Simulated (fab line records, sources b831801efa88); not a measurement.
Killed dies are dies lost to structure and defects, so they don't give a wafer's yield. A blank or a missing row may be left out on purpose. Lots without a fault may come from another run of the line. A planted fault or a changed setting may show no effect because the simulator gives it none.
A struck lot beside a sound one | flow sky130 | 15 steps out of a route of 708
Sound: wafers L343.2, L343.3, L343.6. Struck: wafers L341.1, L341.3, L341.5. The cause comes at the end.
At each step with rows: each side's tool, then ch and its chambers, then its first start. Under that, the readings that differ: sound wafers | struck wafers | difference of the means | sigmas: that difference in standard deviations of wafers without a fault.
alike: readings whose means differ by less than 2 such deviations, and words and numbers that are the same on both sides. not compared: withheld readings, readings that some wafer has no value for, bounds like >300 that may hide the same value, and numbers for which the record gives no deviation and whose values overlap.
The two part at a step that has a row with sigmas, a row that says differs or no value, or rows on one side only. Numbers that don't overlap but have no deviation are shown without sigmas and don't part them. A reading that every wafer of one side lacks parts them only if that side has two wafers or more.

SKY_NWELL_OVL_MEAS_10:
  sound on overlay-02, day 8 05:36; struck on overlay-02, day 7 16:02
  alike: NWELL_00_OVL
then, 3 steps without rows for these wafers: SKY_NWELL_IMPLANT_11; SKY_NWELL_IMPLANT_12; SKY_NWELL_IMPLANT_13.
SKY_NWELL_STRIP_14: strips in O2/N2.
  sound on plasma_asher-01 ch 0,1, day 8 06:05; struck on plasma_asher-03 ch 0,1, day 7 16:31
  alike: drypump_motor_current_A, n2_flow_sccm, oes_product_au, strip_time_to_endpoint_s
  not compared: rf_hours_counter_h
SKY_NWELL_TW_MEAS_15:
  sound on film_metro-02, day 8 06:11; struck on film_metro-02, day 7 16:37
  alike: NWELL_TW
then, 6 steps without rows for these wafers: SKY_NWELL_DEHYDRATE_16 (time 60 s); SKY_NWELL_HMDS_17 (prime time 60 s); SKY_NWELL_COAT_18 (resist thk 3000 nm); SKY_NWELL_SOFTBAKE_19; SKY_NWELL_EXPOSE_20 (exposes mask NWM COMPLEMENT, target cd 840 nm); SKY_NWELL_PEB_21.
SKY_NWELL_DEVELOP_22: develop time 60 s.
  sound on litho_track-03 ch 0, day 9 03:00; struck on litho_track-02 ch 0, day 8 12:00
  reading              | sound             | struck            | difference | sigmas
  developer_temp_C (C) | 22.96 23.12 22.96 | 25.35 25.27 25.33 | +2.30      | +23
SKY_NWELL_OVL_MEAS_23:
  sound on overlay-02, day 9 03:38; struck on overlay-01, day 8 12:29
  alike: NWELL_01_OVL
-- the record jumps here: 40 days lie between the struck wafers' starts before and after (it left off in module NWELL and takes up again in module PAD_OPEN, whose first step shown is number 708 of the route) --
SKY_PAD_OPEN_PROBE_99:
  sound on prober-02, day 49 09:37; struck on prober-02, day 48 22:48
  alike: killed_at_M0_to_M3, killed_at_M4_up, killed_at_contacts, killed_at_front_end, killed_at_other, killed_dies, killed_open, killed_short

WHERE THEY PART
Only at SKY_NWELL_DEVELOP_22, within this record. Later steps at which nothing parts them and some readings are alike: SKY_NWELL_OVL_MEAS_23, SKY_PAD_OPEN_PROBE_99.

WHY: what the simulator had put in
Process parameter drift: litho_track-02, from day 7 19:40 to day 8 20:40, at SKY_NWELL_DEVELOP_22. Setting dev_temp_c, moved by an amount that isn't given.
